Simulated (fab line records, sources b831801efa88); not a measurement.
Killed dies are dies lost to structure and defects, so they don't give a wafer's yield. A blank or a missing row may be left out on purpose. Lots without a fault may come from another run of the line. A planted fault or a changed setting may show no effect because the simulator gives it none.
One fault seen from 2 desks | flow gf180mcu | each desk has only its own numbers; what lay behind them comes last

THE TOOL OWNER'S DESK: implanter-04
The tool's own readings at GF_NSD_IMPLANT_09: means of the sampled wafers that have a number, for each lot that ran on this tool. A lot is out of limits, marked OUT, if its mean lies more than 4 standard deviations from the usual mean; the brackets give that distance.
Columns: A = tilt_deg at GF_NSD_IMPLANT_09, usual 7.000 degrees
lot  | first seen here | A
L884 | day 13 23:58    | 7.008
L885 | day 14 11:02    | 7.009
L887 | day 14 21:53    | 5.911 (-54) OUT
L888 | day 15 15:04    | 5.895 (-55) OUT
L900 | day 19 12:46    | 6.988
L903 | day 20 06:08    | 7.013
L904 | day 20 19:17    | 6.981
This desk's finding: out of limits on L887, L888; first on L887, day 14 21:53 (tilt_deg at GF_NSD_IMPLANT_09). In limits: L884, L885, L900, L903, L904.

THE METROLOGY DESK
What the gauges read, lot by lot, whatever tool the lot ran on: means of the sampled wafers that have a number. A lot is out of limits, marked OUT, if its mean lies more than 4 standard deviations from the usual mean; the brackets give that distance.
Columns: A = HV_LDD_01_OVL at GF_HV_LDD_OVL_MEAS_20, usual 0.0 nm; B = NSD_RS at GF_PSD_RS_MEAS_14, usual 46.10 ohm/sq
lot  | first seen here | A    | B
L884 | day 11 21:47    | -0.1 | 45.99
L885 | day 12 10:26    | -1.7 | 46.07
L887 | day 12 19:56    | 1.4  | -
L888 | day 13 05:50    | -0.6 | -
L890 | day 13 08:35    | 0.8  | 46.11
L896 | day 14 23:25    | 1.3  | 46.09
L898 | day 15 19:05    | -0.2 | 46.08
L900 | day 16 12:16    | -1.3 | 46.14
L902 | day 16 21:35    | 0.8  | 46.11
L901 | day 16 22:14    | -1.0 | 46.16
L903 | day 17 05:41    | 1.1  | 46.20
L904 | day 17 16:25    | -0.2 | 46.03
This desk's finding: nothing out of limits on any of the 12 lots.

PUT TOGETHER
The tool owner's desk could have raised an alarm at day 14 21:53, on L887, L888.
The metrology desk saw nothing out of limits.
The metrology desk has L887, L888 on record, within its limits.
Of the lots named, all ran GF_NSD_IMPLANT_09 on implanter-04.

WHAT THE SIMULATOR HAD PUT IN
Process parameter drift: implanter-04, from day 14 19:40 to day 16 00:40, at GF_NSD_IMPLANT_09. Setting tilt_deg, moved by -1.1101, from 7. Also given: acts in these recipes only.
Lots struck among those shown: L887, L888.
Hours from the fault's start to each desk's first reading out of limits: the tool owner's desk, 2.
